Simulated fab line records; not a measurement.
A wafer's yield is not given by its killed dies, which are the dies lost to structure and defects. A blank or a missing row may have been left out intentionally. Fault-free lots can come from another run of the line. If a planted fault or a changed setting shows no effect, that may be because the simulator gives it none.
fab line records | flow gf180mcu
record: lots: 15 | wafers: 45 | lastDay: 34
route steps=602 shown STI@1 DUAL_GATE@144 NSD@240
lots untouched by any fault: they come from a run of this same line in which no faults occurred
startH: hours from the record's first day to the start of the lot's first wafer shown | waitH: hours from the lot's prior step to this one | " the same as in the row above | L1.1+2: a single row standing in for several wafers | - value missing, or start not given | * or withheld: withheld | < > ~ a bound
route shown NAME@n: NAME is a module with steps in the file, n the number in the route of the first one | usual: mean/standard deviation taken from wafers without a fault | same: alike in all rows | chamber/n: place in a boat | sites: per-site readings | _std_site: their standard deviation | _edge_site: the outer-site mean with the inner-site mean subtracted | radiusMm: for every site, how far away it sits from the centre of the wafer | mask NAME#n: copy n | behind: tool/chamber where the wafer was last shaped | hold: what put the lot on hold/how long, in hours/how the hold closed | device: which transistor (n, p or np) failed to switch | end of line: tests of these same wafers at the route's end | a step given without rows: its recipe and nothing more | killed: the dies lost at the first sort to structure and to defects; this is not the yield of the wafer | map: the dies of a wafer, with x for killed, . for not killed, _ for no die there
set.NAME: the setting that was run; set.NAME@STEP: the one run at that earlier step | model.NAME: the simulator's own value behind a step, which no gauge read
one table for each step of the route and one row for each wafer, over a sample of lots
services: from which hour (startH, from the record's first day; less than 0 if before it) a tool's chamber was out of use, for how many hours, and why
== steps ==
step: GF_STI_BOW_MEAS_00
recipe: mode: bow
usual: INCOMING_BOW: 0/6.7
lot.wafer | tool         | chamber | startH | waitH | INCOMING_BOW[um]
L234.1    | filmMetro-03 | -       | 10.00  | -     | -4
L234.5    | "            | -       | "      | "     | -8
L234.6    | "            | -       | "      | "     | -2
L238.1    | filmMetro-04 | -       | 30.00  | -     | 7
L238.2    | "            | -       | "      | "     | -4
L238.3    | "            | -       | "      | "     | 4
L239.4    | filmMetro-03 | -       | 35.06  | -     | -9
L239.5    | "            | -       | "      | "     | -6
L239.6    | "            | -       | "      | "     | 6
L240.2    | filmMetro-04 | -       | 40.02  | -     | 1
L240.4    | "            | -       | "      | "     | -4
L240.5    | "            | -       | "      | "     | -3
L242.1    | filmMetro-01 | -       | 50.00  | -     | -2
L242.3    | "            | -       | "      | "     | -4
L242.5    | "            | -       | "      | "     | -1
L246.1    | filmMetro-03 | -       | 70.00  | -     | 1
L246.5    | "            | -       | "      | "     | -10
L246.6    | "            | -       | "      | "     | -3
L247.1    | filmMetro-01 | -       | 75.00  | -     | 7
L247.4    | "            | -       | "      | "     | -1
L247.5    | "            | -       | "      | "     | 6
L248.1    | filmMetro-04 | -       | 80.00  | -     | 6
L248.3    | "            | -       | "      | "     | -2
L248.4    | "            | -       | "      | "     | -10
L249.2    | filmMetro-01 | -       | 85.02  | -     | 7
L249.4    | "            | -       | "      | "     | 10
L249.5    | "            | -       | "      | "     | 4
L250.2    | filmMetro-01 | -       | 90.02  | -     | 6
L250.5    | "            | -       | "      | "     | -1
L250.6    | "            | -       | "      | "     | -9
L253.4    | filmMetro-01 | -       | 105.06 | -     | -7
L253.5    | "            | -       | "      | "     | 16
L253.6    | "            | -       | "      | "     | 2
L254.1    | filmMetro-04 | -       | 110.00 | -     | -3
L254.2    | "            | -       | "      | "     | 1
L254.3    | "            | -       | "      | "     | -6
L255.2    | filmMetro-04 | -       | 115.02 | -     | -10
L255.3    | "            | -       | "      | "     | 0
L255.4    | "            | -       | "      | "     | -7
L256.2    | filmMetro-04 | -       | 120.02 | -     | 3
L256.4    | "            | -       | "      | "     | 7
L256.6    | "            | -       | "      | "     | 9
L257.2    | filmMetro-04 | -       | 125.02 | -     | 16
L257.5    | "            | -       | "      | "     | 3
L257.6    | "            | -       | "      | "     | 2
step: GF_STI_CMP_25
recipe: stopOn: Si3N4 | tOverpolishS: 33 | downForcePsi: 4 | platenRpm: 60 | targetThkNm: 524.6 | padVelocityMS: 0.94248
usual: motorCurrentA: 12.5/0.98 | overpolishRunS: 33.000/0.008 | timeToEndpointS: 123/6
lot.wafer | tool   | chamber | startH | waitH | motorCurrentA | overpolishRunS | timeToEndpointS
L234.1    | cmp-02 | 1       | 30.59  | 0.1   | 13.2          | 33.004         | 119
L234.6    | "      | 1       | "      | "     | 13.7          | 33.008         | 127
L234.5    | "      | 2       | "      | "     | 12.1          | 32.989         | 122
L238.1    | cmp-02 | 2       | 48.82  | 0.1   | 11.9          | 33.006         | 129
L238.3    | "      | 3       | "      | "     | 12.7          | 33.010         | 120
L238.2    | "      | 1       | "      | "     | 13.3          | 33.009         | 131
L239.4    | cmp-02 | 3       | 52.87  | 0.0   | 11.9          | 32.992         | 121
L239.5    | "      | 3       | "      | "     | 12.7          | 32.995         | 119
L239.6    | "      | 0       | "      | "     | 11.5          | 33.005         | 120
L240.2    | cmp-01 | 0       | 58.45  | 0.0   | 14.1          | 33.011         | 123
L240.4    | "      | 3       | "      | "     | 13.1          | 33.020         | 124
L240.5    | "      | 1       | "      | "     | 11.5          | 32.998         | 133
L242.1    | cmp-02 | 2       | 68.95  | 0.1   | 11.9          | 33.000         | 134
L242.3    | "      | 3       | "      | "     | 12.2          | 32.993         | 124
L242.5    | "      | 3       | "      | "     | 12.8          | 33.014         | 122
L246.1    | cmp-02 | 2       | 89.11  | 0.2   | 10.9          | 33.000         | 121
L246.6    | "      | 3       | "      | "     | 12.2          | 33.011         | 114
L246.5    | "      | 0       | "      | "     | 11.6          | 32.996         | 110
L247.1    | cmp-01 | 2       | 97.49  | 0.1   | 12.8          | 32.992         | 125
L247.4    | "      | 3       | "      | "     | 13.5          | 33.011         | 128
L247.5    | "      | 0       | "      | "     | 12.9          | 33.003         | 126
L248.1    | cmp-02 | 1       | 103.18 | 0.4   | 14.5          | 33.002         | 126
L248.4    | "      | 2       | "      | "     | 11.9          | 33.013         | 126
L248.3    | "      | 3       | "      | "     | 13.0          | 32.998         | 120
L249.4    | cmp-01 | 2       | 107.31 | 0.0   | 13.8          | 33.009         | 127
L249.2    | "      | 0       | "      | "     | 13.8          | 32.994         | 128
L249.5    | "      | 2       | "      | "     | 12.7          | 32.993         | 126
L250.2    | cmp-02 | 1       | 112.06 | 0.2   | 13.9          | 32.994         | 126
L250.6    | "      | 2       | "      | "     | 11.7          | 33.006         | 126
L250.5    | "      | 3       | "      | "     | 13.1          | 33.007         | 116
L253.4    | cmp-02 | 2       | 128.10 | 0.1   | 11.7          | 32.985         | 127
L253.6    | "      | 1       | "      | "     | 13.8          | 33.013         | 122
L253.5    | "      | 2       | "      | "     | 11.3          | 32.988         | 127
L254.2    | cmp-02 | 1       | 132.84 | 0.0   | 13.1          | 33.001         | 121
L254.1    | "      | 2       | "      | "     | 12.1          | 33.003         | 124
L254.3    | "      | 3       | "      | "     | 12.6          | 33.003         | 120
L255.2    | cmp-02 | 2       | 137.32 | 0.1   | 12.1          | 33.002         | 127
L255.4    | "      | 3       | "      | "     | 12.3          | 32.998         | 117
L255.3    | "      | 0       | "      | "     | 11.5          | 33.000         | 112
L256.4    | cmp-02 | 1       | 144.22 | 0.1   | 13.4          | 33.010         | 127
L256.2    | "      | 2       | "      | "     | 11.4          | 33.008         | 127
L256.6    | "      | 0       | "      | "     | 10.9          | 32.988         | 116
L257.2    | cmp-01 | 1       | 146.60 | 0.0   | 10.9          | 33.004         | 140
L257.6    | "      | 1       | "      | "     | 10.6          | 32.998         | 138
L257.5    | "      | 2       | "      | "     | 12.8          | 33.002         | 127
step: GF_DUAL_GATE_THK_MEAS_03
recipe: reads: SiO2_of_DUAL_GATE_OXIDATION_02
usual: DUAL_GATE_OXIDATION_00_THK: 10.96/0.2
lot.wafer | tool         | chamber | startH | waitH | DUAL_GATE_OXIDATION_00_THK[nm]
L234.1    | filmMetro-01 | -       | 164.95 | 0.0   | 10.73
L234.5    | "            | -       | "      | "     | 10.77
L234.6    | "            | -       | "      | "     | 10.71
L238.1    | filmMetro-03 | -       | 194.10 | 0.0   | 10.75
L238.2    | "            | -       | "      | "     | 10.81
L238.3    | "            | -       | "      | "     | 10.86
L239.4    | filmMetro-01 | -       | 194.13 | 0.0   | 11.29
L239.5    | "            | -       | "      | "     | 11.16
L239.6    | "            | -       | "      | "     | 11.16
L240.2    | filmMetro-01 | -       | 199.52 | 0.0   | 10.70
L240.4    | "            | -       | "      | "     | 10.80
L240.5    | "            | -       | "      | "     | 10.70
L242.1    | filmMetro-01 | -       | 214.36 | 0.0   | 11.10
L242.3    | "            | -       | "      | "     | 10.96
L242.5    | "            | -       | "      | "     | 10.90
L246.1    | filmMetro-01 | -       | 240.09 | 0.0   | 10.79
L246.5    | "            | -       | "      | "     | 11.02
L246.6    | "            | -       | "      | "     | 10.85
L247.1    | filmMetro-04 | -       | 251.64 | 0.0   | 10.80
L247.4    | "            | -       | "      | "     | 10.96
L247.5    | "            | -       | "      | "     | 10.86
L248.1    | filmMetro-04 | -       | 259.20 | 0.0   | 10.90
L248.3    | "            | -       | "      | "     | 10.93
L248.4    | "            | -       | "      | "     | 10.87
L249.2    | filmMetro-03 | -       | 267.05 | 0.0   | 11.05
L249.4    | "            | -       | "      | "     | 11.13
L249.5    | "            | -       | "      | "     | 11.17
L250.2    | filmMetro-03 | -       | 270.19 | 0.0   | 11.24
L250.5    | "            | -       | "      | "     | 11.13
L250.6    | "            | -       | "      | "     | 10.98
L253.4    | filmMetro-04 | -       | 290.29 | 0.0   | 11.23
L253.5    | "            | -       | "      | "     | 11.15
L253.6    | "            | -       | "      | "     | 11.10
L254.1    | filmMetro-04 | -       | 298.63 | 0.0   | 11.36
L254.2    | "            | -       | "      | "     | 11.50
L254.3    | "            | -       | "      | "     | 11.16
L255.2    | filmMetro-01 | -       | 303.59 | 0.0   | 10.99
L255.3    | "            | -       | "      | "     | 11.08
L255.4    | "            | -       | "      | "     | 11.20
L256.2    | filmMetro-01 | -       | 312.39 | 0.0   | 11.02
L256.4    | "            | -       | "      | "     | 11.20
L256.6    | "            | -       | "      | "     | 11.20
L257.2    | filmMetro-01 | -       | 316.77 | 0.0   | 11.15
L257.5    | "            | -       | "      | "     | 11.15
L257.6    | "            | -       | "      | "     | 11.00
step: GF_NSD_PEB_05
recipe: tempC: withheld | timeS: * | resist: NOVOLAK
usual: chillPlateTempC: * | exhaustPa: 45.0/1
lot.wafer | tool          | chamber | startH | waitH | chillPlateTempC | exhaustPa
L234.1    | lithoTrack-02 | 0       | 301.46 | -     | *               | 44.8
L234.5    | "             | 0       | "      | "     | *               | 46.0
L234.6    | "             | 0       | "      | "     | *               | 45.5
L239.4    | lithoTrack-02 | 0       | 337.74 | -     | *               | 43.6
L239.5    | "             | 0       | "      | "     | *               | 44.6
L239.6    | "             | 0       | "      | "     | *               | 43.5
L238.1    | lithoTrack-02 | 0       | 340.56 | -     | *               | 45.7
L238.2    | "             | 0       | "      | "     | *               | 45.3
L238.3    | "             | 0       | "      | "     | *               | 47.3
L240.2    | lithoTrack-03 | 0       | 345.08 | -     | *               | 45.2
L240.4    | "             | 0       | "      | "     | *               | 43.2
L240.5    | "             | 0       | "      | "     | *               | 43.8
L242.1    | lithoTrack-02 | 0       | 359.16 | -     | *               | 45.6
L242.3    | "             | 0       | "      | "     | *               | 46.1
L242.5    | "             | 0       | "      | "     | *               | 45.1
L246.1    | lithoTrack-02 | -       | 395.36 | -     | -               | -
L246.5    | "             | -       | "      | "     | -               | -
L246.6    | "             | -       | "      | "     | -               | -
L247.1    | lithoTrack-04 | -       | 411.31 | -     | -               | -
L247.4    | "             | -       | "      | "     | -               | -
L247.5    | "             | -       | "      | "     | -               | -
L248.1    | lithoTrack-04 | -       | 419.66 | -     | -               | -
L248.3    | "             | -       | "      | "     | -               | -
L248.4    | "             | -       | "      | "     | -               | -
L249.2    | lithoTrack-03 | 0       | 429.63 | -     | *               | 43.7
L249.4    | "             | 0       | "      | "     | *               | 43.9
L249.5    | "             | 0       | "      | "     | *               | 43.4
L250.2    | lithoTrack-02 | 0       | 430.99 | -     | *               | 42.4
L250.5    | "             | 0       | "      | "     | *               | 41.4
L250.6    | "             | 0       | "      | "     | *               | 43.3
L253.4    | lithoTrack-02 | 0       | 456.64 | -     | *               | 44.9
L253.5    | "             | 0       | "      | "     | *               | 44.6
L253.6    | "             | 0       | "      | "     | *               | 45.1
L254.1    | lithoTrack-04 | 0       | 470.06 | -     | *               | 46.2
L254.2    | "             | 0       | "      | "     | *               | 46.0
L254.3    | "             | 0       | "      | "     | *               | 44.4
L255.2    | lithoTrack-02 | 0       | 470.84 | -     | *               | 44.5
L255.3    | "             | 0       | "      | "     | *               | 46.4
L255.4    | "             | 0       | "      | "     | *               | 45.8
L256.2    | lithoTrack-04 | 0       | 481.89 | -     | *               | 44.0
L256.4    | "             | 0       | "      | "     | *               | 46.0
L256.6    | "             | 0       | "      | "     | *               | 45.6
L257.2    | lithoTrack-03 | 0       | 486.08 | -     | *               | 45.7
L257.5    | "             | 0       | "      | "     | *               | 45.0
L257.6    | "             | 0       | "      | "     | *               | 43.9
== services ==
tool   | chamber | startH | hours | kind
cmp-02 | -       | 10.37  | 5.3   | pm
cmp-01 | -       | 34.01  | 4.0   | pm
cmp-02 | -       | 44.64  | 4.0   | repair
cmp-02 | -       | 54.34  | 1.2   | repair
cmp-02 | -       | 64.33  | 4.0   | pm
cmp-01 | -       | 82.67  | 0.8   | repair
cmp-01 | -       | 89.32  | 0.2   | repair
cmp-02 | -       | 90.58  | 12.0  | repair
cmp-01 | -       | 107.70 | 6.7   | pm
cmp-02 | -       | 147.90 | 4.6   | pm
cmp-01 | -       | 164.20 | 1.2   | repair
cmp-02 | -       | 176.60 | 6.1   | repair
cmp-01 | -       | 205.59 | 2.3   | repair
cmp-01 | -       | 212.34 | 2.5   | repair
cmp-02 | -       | 277.72 | 0.7   | repair
cmp-02 | -       | 280.08 | 0.8   | repair
cmp-02 | -       | 284.37 | 6.9   | repair
cmp-02 | -       | 351.05 | 2.6   | repair
cmp-02 | -       | 361.74 | 22.6  | pm
cmp-02 | -       | 384.37 | 5.9   | pm
cmp-02 | -       | 404.33 | 4.0   | pm
cmp-02 | -       | 436.41 | 0.5   | repair
cmp-02 | -       | 472.94 | 1.6   | repair
cmp-02 | -       | 474.46 | 0.3   | repair
== key ==
firstSign: step: GF_NSD_PEB_05 | reading: toolRecord | direction: missing
effect none on later readings
metAt GF_NSD_PEB_05
struckLots L246,L247,L248
sortLeftOut L246.1,L246.5,L246.6,L247.1,L247.4,L247.5,L248.1,L248.3,L248.4
testerLeftOut L246,L247,L248
notActingAt GF_STI_BOW_MEAS_00,GF_STI_CMP_25,GF_DUAL_GATE_THK_MEAS_03
onsetBetween 359.16 395.36
fault: kind: skippedStepWhole | tool: lithoTrack-02,lithoTrack-04 | chamber: - | onsetH: 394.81 | steps: GF_NSD_PEB_05 | scope: struckLotsOnly
testerLeftOut: of these lots the tester's yield and bins aren't shown, on N5 and GAA mostly nor the transistor test; their killed dies are dies lost to structure and defects alone, not to doping, threshold or leakage, so they don't give the yield
sortLeftOut: the simulated sort isn't trusted on such a fault, so these wafers' sort isn't shown, and their yield isn't known
